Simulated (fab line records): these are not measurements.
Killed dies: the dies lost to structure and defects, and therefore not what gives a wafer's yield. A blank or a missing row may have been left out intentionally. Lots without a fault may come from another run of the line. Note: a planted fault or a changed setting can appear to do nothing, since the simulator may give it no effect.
Which of the tools did it? | flow gf180mcu | 14 lots, 42 wafers sampled, at 4 steps of a route of 602

## WHAT EACH GAUGE READ, for each wafer
GF_CONTACT_BOW_MEAS_05. Usual: CONTACT_BOW typically reads 67 um, with standard deviation 6.8.
lot  | measured     | on            | CONTACT_BOW (um) | flag
L309 | day 15 11:35 | film_metro-02 | 65 59 61         |
L311 | day 15 19:09 | film_metro-02 | 61 60 59         |
L312 | day 16 04:10 | film_metro-02 | 60 57 54         |
L313 | day 16 17:20 | film_metro-01 | 72 75 77         |
L314 | day 17 02:03 | film_metro-01 | 70 66 70         |
L315 | day 17 11:19 | film_metro-01 | 69 82 78         |
L317 | day 17 20:41 | film_metro-02 | 59 68 73         |
L318 | day 18 10:47 | film_metro-01 | 74 72 77         |
L324 | day 20 22:37 | film_metro-01 | 67 54 59         |
L327 | day 21 19:59 | film_metro-02 | 60 61 74         |
L329 | day 22 10:52 | film_metro-04 | 69 72 66         |
L330 | day 22 13:40 | film_metro-04 | 74 81 70         |
L331 | day 23 06:56 | film_metro-01 | 65 71 59         |
L332 | day 23 08:41 | film_metro-02 | 57 67 63         |

GF_V1_THK_MEAS_03. Usual: V1_CVD_02_THK typically reads 847 nm, with standard deviation 11.
lot  | measured     | on            | V1_CVD_02_THK (nm) | flag
L309 | day 17 11:55 | film_metro-01 | 847 856 845        |
L311 | day 17 19:22 | film_metro-01 | 841 830 839        |
L312 | day 18 04:10 | film_metro-04 | 839 857 856        |
L313 | day 18 18:02 | film_metro-03 | 835 831 864        |
L314 | day 19 03:13 | film_metro-04 | 843 842 850        |
L315 | day 19 13:19 | film_metro-03 | 839 846 865        |
L317 | day 19 23:32 | film_metro-04 | 821 832 830        |
L318 | day 20 14:26 | film_metro-04 | 842 827 850        |
L324 | day 23 00:53 | film_metro-04 | 835 837 854        |
L327 | day 23 20:32 | film_metro-01 | 822 838 847        |
L329 | day 24 11:35 | film_metro-01 | 840 854 855        |
L330 | day 24 13:17 | film_metro-04 | 844 852 848        |
L331 | day 25 06:15 | film_metro-04 | 842 842 839        |
L332 | day 25 07:17 | film_metro-01 | 848 843 859        |

## WHICH TOOL RAN EACH LOT (tool, then ch and the chambers of the sampled wafers, then the start)
lot  | GF_M1_SPUTTER_04             | GF_M1_STRIP_18
L309 | pvd_sputter-03, day 16 12:06 | wet_bench-04 ch 0, day 17 11:16
L311 | pvd_sputter-02, day 16 19:14 | wet_bench-04 ch 1, day 17 18:44
L312 | pvd_sputter-03, day 17 04:02 | wet_bench-04 ch 3, day 18 03:32
L313 | pvd_sputter-03, day 17 16:58 | wet_bench-02 ch 1, day 18 17:23
L314 | pvd_sputter-03, day 18 02:43 | wet_bench-03 ch 1, day 19 02:29
L315 | pvd_sputter-03, day 18 12:11 | wet_bench-03 ch 3, day 19 12:41
L317 | pvd_sputter-04, day 18 22:08 | wet_bench-03 ch 1, day 19 22:54
L318 | pvd_sputter-02, day 19 13:23 | wet_bench-02 ch 3, day 20 13:48
L324 | pvd_sputter-02, day 22 00:32 | wet_bench-03 ch 3, day 23 00:14
L327 | pvd_sputter-02, day 22 20:21 | wet_bench-02 ch 2, day 23 19:53
L329 | pvd_sputter-02, day 23 11:56 | wet_bench-03 ch 0, day 24 10:56
L330 | pvd_sputter-04, day 23 13:50 | wet_bench-02 ch 0, day 24 12:37
L331 | pvd_sputter-03, day 24 07:09 | wet_bench-03 ch 3, day 25 05:34
L332 | pvd_sputter-03, day 24 08:31 | wet_bench-02 ch 0, day 25 06:35
- GF_M1_SPUTTER_04: material TiN, target thk 50 nm, time 41.7 s.
- GF_M1_STRIP_18: strips in post etch residue remover, time 1200 s.

## WHAT THE TOOLS THEMSELVES READ (means of the sampled wafers that have a number; where no wafer has one, the mark that the record gives instead)
GF_M1_SPUTTER_04. Usual: throttle_valve_pct at 30.0 %, with a standard deviation of 1.2.
lot  | tool           | throttle_valve_pct (%) | flag
L309 | pvd_sputter-03 | 29.4                   |
L311 | pvd_sputter-02 | 29.7                   |
L312 | pvd_sputter-03 | 29.7                   |
L313 | pvd_sputter-03 | 29.9                   |
L314 | pvd_sputter-03 | 30.7                   |
L315 | pvd_sputter-03 | 30.6                   |
L317 | pvd_sputter-04 | 30.4                   |
L318 | pvd_sputter-02 | 29.6                   |
L324 | pvd_sputter-02 | 29.8                   |
L327 | pvd_sputter-02 | 29.7                   |
L329 | pvd_sputter-02 | 29.7                   |
L330 | pvd_sputter-04 | 30.0                   |
L331 | pvd_sputter-03 | 30.5                   |
L332 | pvd_sputter-03 | 30.0                   |

GF_M1_STRIP_18. Usual: bath_guard_temp_C 72.4 C, standard deviation 0.55; bath_heat_duty_pct 15.2 %, standard deviation 1.4.
lot  | tool         | bath_guard_temp_C (C) | bath_heat_duty_pct (%) | flag
L309 | wet_bench-04 | 71.4                  | 12.9                   |
L311 | wet_bench-04 | 72.6                  | 15.8                   |
L312 | wet_bench-04 | 73.1                  | 17.2                   |
L313 | wet_bench-02 | 71.7                  | 14.6                   |
L314 | wet_bench-03 | 72.8                  | 14.8                   |
L315 | wet_bench-03 | 71.8                  | 14.3                   |
L317 | wet_bench-03 | -                     | -                      | OFF
L318 | wet_bench-02 | -                     | -                      | OFF
L324 | wet_bench-03 | 71.8                  | 13.7                   |
L327 | wet_bench-02 | 72.7                  | 15.7                   |
L329 | wet_bench-03 | 72.5                  | 16.7                   |
L330 | wet_bench-02 | 72.0                  | 14.8                   |
L331 | wet_bench-03 | 71.9                  | 14.0                   |
L332 | wet_bench-02 | 71.9                  | 15.6                   |

## THE ANSWER, worked out from the rows above alone
Rule: take the mean of a lot's wafers that have a number; if it is more than 3 standard deviations from the usual mean, the lot is off. A lot without any number at a reading at which 4 lots or more have one is off too. All remaining lots with rows at the step are treated as sound. The gauges are gone through in route order, then the tools' own readings, and for those a lot's mean is taken as printed above. The first step at which some lot is off is used, and at that step the reading that is off furthest; a lot without a number counts as furthest.
Off: L317, L318, at GF_M1_STRIP_18 (bath_guard_temp_C). Without a number there: L317, L318.
A tool fits if, at that step or a process step before it, it ran every lot that is off, and no sound lot after the first of them. None of those tried fits.

## WHAT THE SIMULATOR PUT IN
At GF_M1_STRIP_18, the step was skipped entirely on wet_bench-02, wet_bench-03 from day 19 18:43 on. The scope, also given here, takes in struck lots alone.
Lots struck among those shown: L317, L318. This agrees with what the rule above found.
